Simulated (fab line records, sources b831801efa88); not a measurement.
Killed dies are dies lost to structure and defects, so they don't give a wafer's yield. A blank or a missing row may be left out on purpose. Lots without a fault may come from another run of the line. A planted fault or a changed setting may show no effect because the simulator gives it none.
Problem report in the 8D (eight disciplines) form, filled by code | flow sky130 | the parts of the form that need people (team, actions taken, sign-off) are left out

1. THE PROBLEM
POLY_GATE_CVD_00_THK at SKY_POLY_GATE_THK_MEAS_01 reads a mean of 234.7 nm on 3 wafers of 1 lot; wafers without a fault read 180.3 nm with a standard deviation of 1.3. That is +42 standard deviations from the usual mean.
First seen on wafer L603.4, day 19 23:31, on film_metro-02. The record holds 39 wafers of 13 lots with a number at this step. Rule for "out", or "out of limits": more than 4 standard deviations from the usual mean. The other wafers with a number count as sound.

2. WHAT IT IS AND WHAT IT IS NOT
question                    | is                     | is not
which readings at this step | POLY_GATE_CVD_00_THK   | -
which lots                  | L603                   | L587, L588, L589, L591, L592, L593, L594, L595, L596, L597, L598, L599
which wafers of those lots  | all that have a number | -
read on which gauges        | film_metro-02          | film_metro-03, film_metro-04
when                        | from day 19 23:31      | up to then (36 sound wafers)

3. SUSPECTS, AND WHAT RULES EACH OUT
Counting: a tool at a process step up to the reading stays a suspect if it ran every lot that is out and no sound lot after the first of them.
- the gauge at SKY_POLY_GATE_THK_MEAS_01: kept. All the wafers that are out were read on film_metro-02, and no step on other tools shows them out.
- plasma_asher-02 at SKY_NWELL_STRIP_25 (strips in O2/N2): kept. It ran the lot that is out, L603 (day 9 10:49), and no sound lot after that; its last sound lot up to then is L587 (day 5 10:15).
- lpcvd-01 at SKY_POLY_GATE_CVD_00 (deposits poly-Si, target thk 180 nm, time 720 s): kept. It ran the lot that is out, L603 (day 19 22:17), and no sound lot after that; its last sound lot up to then is L599 (day 18 20:48).
Left after counting: plasma_asher-02 at SKY_NWELL_STRIP_25, lpcvd-01 at SKY_POLY_GATE_CVD_00, film_metro-02 at SKY_POLY_GATE_THK_MEAS_01.

4. THE CAUSE (what the simulator had put in)
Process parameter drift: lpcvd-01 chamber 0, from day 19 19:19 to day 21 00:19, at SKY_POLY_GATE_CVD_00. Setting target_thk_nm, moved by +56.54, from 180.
Counting left 3 suspects, and this tool is among them.

5. THE CHAIN OF EFFECTS, in route order
Each row: a reading whose mean over the struck wafers that have a number lies more than 3 standard deviations from the usual. Only readings for which the record gives a usual standard deviation are gone through. hours: the time from each lot's start at the first step in this table that gives one to its start at this step, as a median over the lots. sigmas: the change in usual standard deviations.
hours | step                      | reading              | usual      | on struck wafers | change | sigmas
0     | SKY_POLY_GATE_THK_MEAS_01 | POLY_GATE_CVD_00_THK | 180.3 nm   | 234.7            | +54.4  | +42
63    | SKY_POLY_GATE_ETCH_17     | oes_product_au       | 0.989 a.u. | 1.010            | +0.021 | +3.2
The process steps in it:
- SKY_POLY_GATE_ETCH_17: etches poly-Si in HBr/Cl2, stops on SiO2, target depth 180 nm, time 70.5 s.

6. WHAT WOULD HAVE CAUGHT IT SOONER
In this record the first reading out of limits at a measuring or inspecting step was taken at day 19 23:31, 4 hours after the fault began at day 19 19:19.
Of the tool readings at SKY_POLY_GATE_CVD_00 for which the record gives a usual standard deviation, none was out on any struck wafer, so an alarm limit of 4 standard deviations on them would not have fired.
All the lots that are out (1) had begun SKY_POLY_GATE_CVD_00 on lpcvd-01 by day 19 23:31. A hold on the tool at that time would have spared none of them.
